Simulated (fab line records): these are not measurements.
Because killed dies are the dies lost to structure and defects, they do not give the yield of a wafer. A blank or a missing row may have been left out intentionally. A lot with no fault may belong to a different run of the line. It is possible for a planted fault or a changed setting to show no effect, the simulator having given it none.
Comparing a struck lot with a sound one / flow gf180mcu / 21 steps out of a route of 602
Sound: wafers L481.1, L481.2, L481.3. Struck: wafers L488.1, L488.4, L488.5. Last of all comes the cause.
Per side, at each step with rows, come the tool, then ch with its chambers, and then its first start. Under that, the readings that differ: sound wafers / struck wafers / difference of the means / sigmas: that difference in standard deviations of wafers without a fault.
alike: readings with means less than 2 such deviations apart, plus words and numbers identical on both sides. not compared: withheld readings, readings lacking a value on some wafer, bounds such as >300 that could conceal the same value, and numbers that have no deviation in the record and whose values overlap.
Wherever a step has rows on one side only, a row that says differs or no value, or a row with sigmas, the two part there. Non-overlapping numbers with no deviation appear without sigmas and do not part them. Lack of a reading on every wafer of one side parts them only where that side has two or more wafers.

first, 6 steps without rows for these wafers: GF_DNWELL_COAT_02 (resist thk 3000 nm); GF_DNWELL_SOFTBAKE_03; GF_DNWELL_EXPOSE_04 (exposes mask DNWELL, target cd 1700 nm); GF_DNWELL_PEB_05; GF_DNWELL_DEVELOP_06 (develop time 60 s); GF_DNWELL_IMPLANT_07.
GF_DNWELL_STRIP_08: strips in O2/N2.
  sound on plasma_asher-03 ch 0,1, day 2 18:38; struck on plasma_asher-02 ch 0,1, day 4 07:20
  alike: drypump_motor_current_A, heater_power_w, oes_product_au, strip_time_to_endpoint_s
  not compared: rf_hours_counter_h
GF_DNWELL_TW_MEAS_09:
  sound: film_metro-03 at day 2 18:44; struck: film_metro-02 at day 4 07:26
  alike: DNWELL_TW
then, 4 steps without rows for these wafers: GF_NWELL_DEHYDRATE_00 (time 60 s); GF_NWELL_HMDS_01 (prime time 60 s); GF_NWELL_COAT_02 (resist thk 3000 nm); GF_NWELL_SOFTBAKE_03.
GF_NWELL_EXPOSE_04: exposes mask Nwell, target cd 860 nm.
  sound on iline_stepper-01 ch 0, day 3 01:11; struck on iline_stepper-02 ch 0, day 4 14:38
reading=mask; sound=Nwell#0 Nwell#0 Nwell#0; struck=DNWELL#0 DNWELL#0 DNWELL#0; difference=differs; sigmas=
  alike: reticle_temp_C
then, 2 steps without rows for these wafers: GF_NWELL_PEB_05; GF_NWELL_DEVELOP_06 (develop time 60 s).
GF_NWELL_OVL_MEAS_07:
  sound: overlay-01 at day 3 07:16; struck: overlay-01 at day 4 21:34
reading=NWELL_OVL (nm); sound=-0.5 -0.4 -0.9; struck=- - -; difference=no value on the struck wafers; sigmas=
then, 2 steps without rows for these wafers: GF_NWELL_IMPLANT_08; GF_NWELL_IMPLANT_09.
GF_NWELL_STRIP_10: strips in O2/N2.
  sound on plasma_asher-04 ch 0,1, day 3 07:36; struck on plasma_asher-02 ch 0,1, day 4 21:54
  alike: drypump_motor_current_A, heater_power_w, oes_product_au, strip_time_to_endpoint_s
  not compared: rf_hours_counter_h
GF_NWELL_TW_MEAS_11:
  sound: film_metro-04 at day 3 07:42; struck: film_metro-02 at day 4 22:13
reading=NWELL_TW; sound=1590 1602 1596; struck=30 30 30; difference=-1566; sigmas=-92
  not compared: hold
GF_PASSIVATION_PROBE_99:
  sound wafers here have rows in the record (prober-01, day 29 08:10); struck ones have none

== WHERE THEY PART ==
First at GF_NWELL_EXPOSE_04; last, within this record, at GF_PASSIVATION_PROBE_99.

WHY: the cause the simulator had injected
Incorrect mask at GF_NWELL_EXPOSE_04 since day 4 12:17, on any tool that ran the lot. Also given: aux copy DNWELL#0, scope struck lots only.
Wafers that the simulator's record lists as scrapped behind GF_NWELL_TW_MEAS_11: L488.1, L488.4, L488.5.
